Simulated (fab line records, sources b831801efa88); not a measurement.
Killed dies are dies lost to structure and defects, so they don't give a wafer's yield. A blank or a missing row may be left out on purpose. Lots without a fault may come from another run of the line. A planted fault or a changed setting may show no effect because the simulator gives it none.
fab line records | flow gf180mcu
record lots=13 wafers=39 last_day=34
route steps=602 shown HV_LDD@224 V2@396 V3@444
lots that met no fault: from a run of the same line without faults
start_h: hours from the record's first day to the start of the lot's first wafer shown | wait_h: hours since the lot's step before | " the same as in the row above | L1.1+2: a row that stands for several wafers | - no value, or no start given | * or withheld: withheld | < > ~ a bound
route shown NAME@n: a module of which the file shows steps, and the number in the route of the first | usual: mean/standard deviation of fault-free wafers | same: alike in all rows | chamber/n: place in a boat | sites: the reading at each site | _std_site: their standard deviation | _edge_site: outer sites' mean less inner sites' | radius_mm: how far each site lies from the wafer's centre | mask NAME#n: copy n | behind: the tool/chamber that last shaped the wafer | hold: why the lot was held/for how many hours/how that ended | device: the transistor (n, p or np) that didn't switch | end of line: the same wafers' tests at the end of the route | a step without rows: its recipe alone | killed: dies lost to structure and defects at the first sort, not the wafer's yield | map: a wafer's dies, x killed, . not, _ none there
set.NAME: the setting as run; set.NAME@STEP: as run at that earlier step | model.NAME: the simulator's own value behind a step, which no gauge read
steps of the route over a sample of lots; a table a step, a row a wafer
services: from which hour (start_h, from the record's first day; less than 0 if before it) a tool's chamber was out of use, for how many hours, and why
## steps
# step GF_HV_LDD_IMPLANT_48
# recipe species=B energy_kev=25 dose_cm2=3e+13 tilt_deg=7
# columns lot.wafer tool chamber start_h wait_h
L133.1+2+3 implanter-02 0 288.10 0.0
L134.4+5+6 implanter-02 0 305.57 0.1
L135.2+4+5 implanter-02 0 310.37 0.0
L137.1+4+5 implanter-02 0 322.60 0.0
L136.4+5+6 implanter-01 0 322.97 0.1
L138.4+5+6 implanter-02 0 327.72 0.1
L141.1+4+5 implanter-02 0 355.80 0.0
L149.1+3+5 implanter-01 0 422.64 0.0
L150.1+4+6 implanter-02 0 427.70 0.0
L151.2+3+5 implanter-01 0 434.11 0.0
L152.1+3+5 implanter-02 0 441.09 0.0
L153.3+5+6 implanter-03 0 454.84 0.1
L154.1+5+6 implanter-02 0 460.64 0.0
# step GF_HV_LDD_TW_MEAS_50
# usual HV_LDD_4_TW=579/3.6
# columns lot.wafer tool chamber start_h wait_h HV_LDD_4_TW
L133.1 film_metro-02 - 288.35 0.1 576
L133.2 " - " " 577
L133.3 " - " " 578
L134.4 film_metro-01 - 305.78 0.1 582
L134.5 " - " " 580
L134.6 " - " " 581
L135.2 film_metro-01 - 310.61 0.1 583
L135.4 " - " " 584
L135.5 " - " " 577
L137.1 film_metro-02 - 322.85 0.1 579
L137.4 " - " " 578
L137.5 " - " " 582
L136.4 film_metro-01 - 323.18 0.1 582
L136.5 " - " " 585
L136.6 " - " " 584
L138.4 film_metro-02 - 327.93 0.1 581
L138.5 " - " " 578
L138.6 " - " " 577
L141.1 film_metro-01 - 356.05 0.1 567
L141.4 " - " " 580
L141.5 " - " " 580
L149.1 film_metro-01 - 422.89 0.1 585
L149.3 " - " " 587
L149.5 " - " " 584
L150.1 film_metro-03 - 427.95 0.1 575
L150.4 " - " " 574
L150.6 " - " " 577
L151.2 film_metro-03 - 434.35 0.1 579
L151.3 " - " " 580
L151.5 " - " " 577
L152.1 film_metro-03 - 441.34 0.1 579
L152.3 " - " " 580
L152.5 " - " " 581
L153.3 film_metro-03 - 455.06 0.1 579
L153.5 " - " " 577
L153.6 " - " " 581
L154.1 film_metro-01 - 460.89 0.1 576
L154.5 " - " " 578
L154.6 " - " " 574
# step GF_V2_CD_MEAS_14
# recipe target_cd_nm=260
# usual cd_nm=259.7/1.1
# columns lot.wafer tool chamber start_h wait_h cd_nm
L133.1 cd_sem-01 - 483.23 0.1 258.6
L133.2 " - " " 259.2
L133.3 " - " " 258.2
L134.4 cd_sem-02 - 504.94 0.1 259.6
L134.5 " - " " 259.9
L134.6 " - " " 259.2
L135.2 cd_sem-01 - 509.26 0.1 259.8
L135.4 " - " " 257.7
L135.5 " - " " 258.9
L137.1 cd_sem-01 - 523.04 0.1 260.3
L137.4 " - " " 261.1
L137.5 " - " " 261.3
L136.4 cd_sem-02 - 526.40 0.1 258.9
L136.5 " - " " 259.0
L136.6 " - " " 257.3
L138.4 cd_sem-02 - 529.00 0.1 260.8
L138.5 " - " " 259.3
L138.6 " - " " 258.5
L141.1 cd_sem-01 - 556.24 0.1 259.5
L141.4 " - " " 260.2
L141.5 " - " " 259.2
L149.1 cd_sem-01 - 617.36 0.2 258.1
L149.3 " - " " 258.2
L149.5 " - " " 259.8
L150.1 cd_sem-02 - 623.99 0.1 259.5
L150.4 " - " " 260.8
L150.6 " - " " 260.0
L151.2 cd_sem-01 - 628.10 0.1 259.2
L151.3 " - " " 259.3
L151.5 " - " " 260.2
L152.1 cd_sem-01 - 634.54 0.1 259.3
L152.3 " - " " 259.2
L152.5 " - " " 259.7
L153.3 cd_sem-02 - 647.18 0.1 261.0
L153.5 " - " " 261.1
L153.6 " - " " 261.3
L154.1 cd_sem-01 - 651.09 0.1 261.4
L154.5 " - " " 261.3
L154.6 " - " " 261.6
# step GF_V3_OVL_MEAS_15
# usual V3_OVL=1/6.5
# columns lot.wafer tool chamber start_h wait_h V3_OVL[nm]
L133.1 overlay-01 - 534.26 0.1 -2
L133.2 " - " " 0
L133.3 " - " " 1
L134.4 overlay-01 - 554.73 0.1 9
L134.5 " - " " 9
L134.6 " - " " 7
L135.2 overlay-02 - 557.96 0.1 7
L135.4 " - " " 10
L135.5 " - " " 14
L137.1 overlay-02 - 571.26 0.1 10
L137.4 " - " " 11
L137.5 " - " " 4
L136.4 overlay-01 - 575.48 0.1 3
L136.5 " - " " 8
L136.6 " - " " 9
L138.4 overlay-02 - 577.08 0.1 8
L138.5 " - " " 7
L138.6 " - " " 9
L141.1 overlay-02 - 603.46 0.1 -12
L141.4 " - " " -12
L141.5 " - " " -11
L149.1 overlay-01 - 660.95 0.1 9
L149.3 " - " " 8
L149.5 " - " " 4
L150.1 overlay-02 - 667.26 0.1 -8
L150.4 " - " " -9
L150.6 " - " " -8
L151.2 overlay-02 - 671.51 0.1 -4
L151.3 " - " " 1
L151.5 " - " " -4
L152.1 overlay-02 - 677.62 0.1 -3
L152.3 " - " " -1
L152.5 " - " " -9
L153.3 overlay-02 - 690.17 0.1 11
L153.5 " - " " 11
L153.6 " - " " 6
L154.1 overlay-01 - 693.95 0.1 7
L154.5 " - " " 2
L154.6 " - " " -1
# step GF_V3_THK_MEAS_25
# recipe thk_meas_gauge=xrf reads=W_of_V3_CVD_23
# usual V3_W_THK=359/4.9
# columns lot.wafer tool chamber start_h wait_h V3_W_THK[nm]
L133.1 film_metro-04 - 535.29 0.1 352
L133.2 " - " " 347
L133.3 " - " " 349
L134.4 film_metro-03 - 555.86 0.1 363
L134.5 " - " " 360
L134.6 " - " " 360
L135.2 film_metro-04 - 559.00 0.1 352
L135.4 " - " " 354
L135.5 " - " " 357
L137.1 film_metro-04 - 572.32 0.1 361
L137.4 " - " " 363
L137.5 " - " " 361
L136.4 film_metro-04 - 576.64 0.1 360
L136.5 " - " " 356
L136.6 " - " " 357
L138.4 film_metro-01 - 578.17 0.1 359
L138.5 " - " " 355
L138.6 " - " " 361
L141.1 film_metro-04 - 604.49 0.1 356
L141.4 " - " " 353
L141.5 " - " " 356
L149.1 film_metro-04 - 662.02 0.1 363
L149.3 " - " " 361
L149.5 " - " " 357
L150.1 film_metro-01 - 668.29 0.1 375
L150.4 " - " " 367
L150.6 " - " " 365
L151.2 film_metro-03 - 672.56 0.1 353
L151.3 " - " " 355
L151.5 " - " " 353
L152.1 film_metro-03 - 678.67 0.1 363
L152.3 " - " " 365
L152.5 " - " " 355
L153.3 film_metro-04 - 691.21 0.1 350
L153.5 " - " " 357
L153.6 " - " " 350
L154.1 film_metro-04 - 694.99 0.1 361
L154.5 " - " " 362
L154.6 " - " " 356
## services
# columns tool chamber start_h hours kind
implanter-02 - 271.05 1.3 repair
implanter-02 - 291.30 8.2 repair
implanter-02 - 347.00 2.2 repair
implanter-02 - 371.98 3.0 repair
implanter-03 - 379.98 28.0 pm
implanter-03 - 398.13 5.9 repair
implanter-02 - 404.02 2.6 repair
implanter-03 - 408.68 0.7 repair
implanter-03 - 422.32 2.7 pm
implanter-03 - 438.07 6.0 pm
## key
first_sign step=GF_HV_LDD_TW_MEAS_50 reading=HV_LDD_4_TW direction=down sigmas=3.3 usual=579 struck=567
effect none on later readings
met_at GF_HV_LDD_IMPLANT_48
struck_lots L141
struck_wafers L141.1
tester_left_out L141
not_acting_at GF_V2_CD_MEAS_14,GF_V3_OVL_MEAS_15,GF_V3_THK_MEAS_25
onset_between 327.72 355.80
fault kind=process_parameter_drift tool=implanter-02 chamber=- onset_h=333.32 steps=GF_HV_LDD_IMPLANT_48 channel=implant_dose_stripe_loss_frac offset=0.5 shape=step end_h=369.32 scope=struck_wafers_only
# tester_left_out: of these lots the tester's yield and bins aren't shown, on N5 and GAA mostly nor the transistor test; their killed dies are dies lost to structure and defects alone, not to doping, threshold or leakage, so they don't give the yield
